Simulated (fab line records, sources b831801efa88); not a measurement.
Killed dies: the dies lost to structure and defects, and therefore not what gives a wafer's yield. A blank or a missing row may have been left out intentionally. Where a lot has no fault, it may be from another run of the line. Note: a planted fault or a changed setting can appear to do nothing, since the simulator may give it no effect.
Which tool was responsible? | flow gf180mcu | 6 lots with 18 wafers sampled at 4 steps, on a route of 602 steps

## WHAT EACH GAUGE READ, for each wafer
GF_V2_BOW_MEAS_05.
lot  | measured     | on            | V2_BOW (um)
L757 | day 20 07:31 | film-metro-03 | 95 93 104
L761 | day 21 16:58 | film-metro-01 | 104 89 109
L766 | day 23 08:56 | film-metro-02 | 71 66 74
L771 | day 24 17:30 | film-metro-01 | 98 90 86
L776 | day 26 13:00 | film-metro-02 | 104 114 87
L778 | day 26 23:05 | film-metro-01 | 100 104 100

## EACH LOT AND THE TOOL THAT RAN IT (in order: tool; ch and the chambers of the sampled wafers; start)
lot  | GF_V1_ETCH_17                                 | GF_M2_SPUTTER_03             | GF_V2_CVD_00
L757 | rie-diel-04 ch 1,2,3, day 19 05:13 or earlier | pvd-sputter-01, day 19 05:13 | hdpcvd-01 ch 0,2, day 20 06:55
L761 | rie-diel-02 ch 0,2,3, day 20 15:35 or earlier | pvd-sputter-03, day 20 15:35 | hdpcvd-01 ch 0,1, day 21 16:24
L766 | rie-diel-01 ch 0,1, day 22 09:02 or earlier   | pvd-sputter-01, day 22 09:02 | hdpcvd-01 ch 0,1,2, day 23 08:21
L771 | rie-diel-04 ch 1,3, day 23 17:52 or earlier   | pvd-sputter-03, day 23 17:52 | hdpcvd-01 ch 0,1, day 24 16:54
L776 | rie-diel-04 ch 1,2, day 25 14:38 or earlier   | pvd-sputter-01, day 25 14:38 | hdpcvd-01 ch 0,1, day 26 12:24
L778 | rie-diel-01 ch 0,1,2, day 26 00:51 or earlier | pvd-sputter-01, day 26 00:51 | hdpcvd-01 ch 1,2, day 26 22:32
- GF_V1_ETCH_17: etches SiO2 in C4F8/O2/Ar, stops on TiN, target depth 630 nm.
- GF_M2_SPUTTER_03: material Ti, target thk 10 nm, time 6.7 s.
- GF_V2_CVD_00: deposits SiO2, target thk 600 nm, time 100 s.

## THE ANSWER, worked out from the rows above alone
Rule: the lots themselves supply what counts as usual. The widest of any qualifying gaps counts: lots, ordered by their means at a reading, are off when they make up no more than a third of the lots, leave a main group of 4 or more, and stand apart from it by 3 or more times the standard deviation of that group's means. A main group whose means are all the same, to the digits that the tables above print for the reading, isn't used. Also off: a lot with no number at a reading for which 4 or more lots have one. All remaining lots with rows at the step are treated as sound.
Off: L766, seen at GF_V2_BOW_MEAS_05 (V2_BOW). The main group has a mean of 98 um with a standard deviation of 3.9.
If a tool, at a process step before that reading, ran all the lots that are off and no sound lot after the first of them, it fits. The gauges at GF_V2_BOW_MEAS_05 are tried like those tools. Because GF_V1_ETCH_17 lacks a start for some lots, the hours and order of its lots are taken from GF_M2_SPUTTER_03. Not one of the candidates tried fits.

## WHAT THE SIMULATOR HAD PUT IN
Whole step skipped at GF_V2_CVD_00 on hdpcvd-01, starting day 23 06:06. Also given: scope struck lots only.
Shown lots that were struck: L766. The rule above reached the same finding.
